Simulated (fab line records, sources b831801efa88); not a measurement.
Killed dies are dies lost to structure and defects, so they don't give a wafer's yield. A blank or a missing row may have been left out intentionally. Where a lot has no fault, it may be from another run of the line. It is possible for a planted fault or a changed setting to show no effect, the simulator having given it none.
Which tool is to blame? || flow gf180mcu || 18 wafers from 6 lots sampled at 3 of the route's 602 steps

## WHAT THE GAUGES READ, wafer by wafer
GF_HV_LDD_TW_MEAS_50.
{"lot": "L101", "measured": "day 13 03:05", "on": "film-metro-03", "HV_LDD_4_TW": "575 576 574"}
{"lot": "L103", "measured": "day 13 23:59", "on": "film-metro-02", "HV_LDD_4_TW": "581 581 578"}
{"lot": "L106", "measured": "day 14 21:01", "on": "film-metro-04", "HV_LDD_4_TW": "578 574 576"}
{"lot": "L114", "measured": "day 17 15:18", "on": "film-metro-04", "HV_LDD_4_TW": "932 933 937"}
{"lot": "L118", "measured": "day 19 00:45", "on": "film-metro-03", "HV_LDD_4_TW": "579 579 580"}
{"lot": "L121", "measured": "day 20 00:36", "on": "film-metro-04", "HV_LDD_4_TW": "573 571 572"}

## TOOL THAT RAN EACH LOT (tool first, then ch and the chambers of the sampled wafers, then the start)
{"lot": "L101", "GF_POLY_GATE_ETCH_13": "rie-si-02 ch 0,1,2, day 9 18:28", "GF_HV_LDD_IMPLANT_48": "implanter-04 ch 0, day 13 02:51"}
{"lot": "L103", "GF_POLY_GATE_ETCH_13": "rie-si-02 ch 1,3, day 10 13:12", "GF_HV_LDD_IMPLANT_48": "implanter-02 ch 0, day 13 23:45"}
{"lot": "L106", "GF_POLY_GATE_ETCH_13": "rie-si-02 ch 0,1,3, day 11 08:20", "GF_HV_LDD_IMPLANT_48": "implanter-02 ch 0, day 14 20:46"}
{"lot": "L114", "GF_POLY_GATE_ETCH_13": "rie-si-02 ch 0,3, day 13 18:55", "GF_HV_LDD_IMPLANT_48": "implanter-02 ch 0, day 17 15:03"}
{"lot": "L118", "GF_POLY_GATE_ETCH_13": "rie-si-02 ch 1,2, day 15 00:24", "GF_HV_LDD_IMPLANT_48": "implanter-04 ch 0, day 19 00:30"}
{"lot": "L121", "GF_POLY_GATE_ETCH_13": "rie-si-01 ch 0,1,3, day 15 22:51", "GF_HV_LDD_IMPLANT_48": "implanter-02 ch 0, day 20 00:21"}
- GF_POLY_GATE_ETCH_13: etches poly-Si in HBr/Cl2, stops on SiO2, target depth 198.5 nm, time 69.6 s.
- GF_HV_LDD_IMPLANT_48

## THE ANSWER, worked out from the rows above alone
Rule: the lots themselves supply what counts as usual. Put in order of their means at a reading, lots are off if they are a third of the lots or fewer, leave a main group of 4 or more, and stand apart from it by a gap of 3 or more times the standard deviation of the main group's means; of several such gaps the widest counts. If all means in a main group match to the digits the tables above print for the reading, that group is not used. A lot without any number at a reading at which 4 lots or more have one is off too. The other lots that the step has rows for count as sound.
Off: L114, at GF_HV_LDD_TW_MEAS_50 (HV_LDD_4_TW). The main group has a mean of 576 with a standard deviation of 2.9.
If a tool, at a process step before that reading, ran all the lots that are off and no sound lot after the first of them, it fits. Gauges at GF_HV_LDD_TW_MEAS_50: tried the same way as those tools. None of those tried fits.

## WHAT THE SIMULATOR HAD INSERTED
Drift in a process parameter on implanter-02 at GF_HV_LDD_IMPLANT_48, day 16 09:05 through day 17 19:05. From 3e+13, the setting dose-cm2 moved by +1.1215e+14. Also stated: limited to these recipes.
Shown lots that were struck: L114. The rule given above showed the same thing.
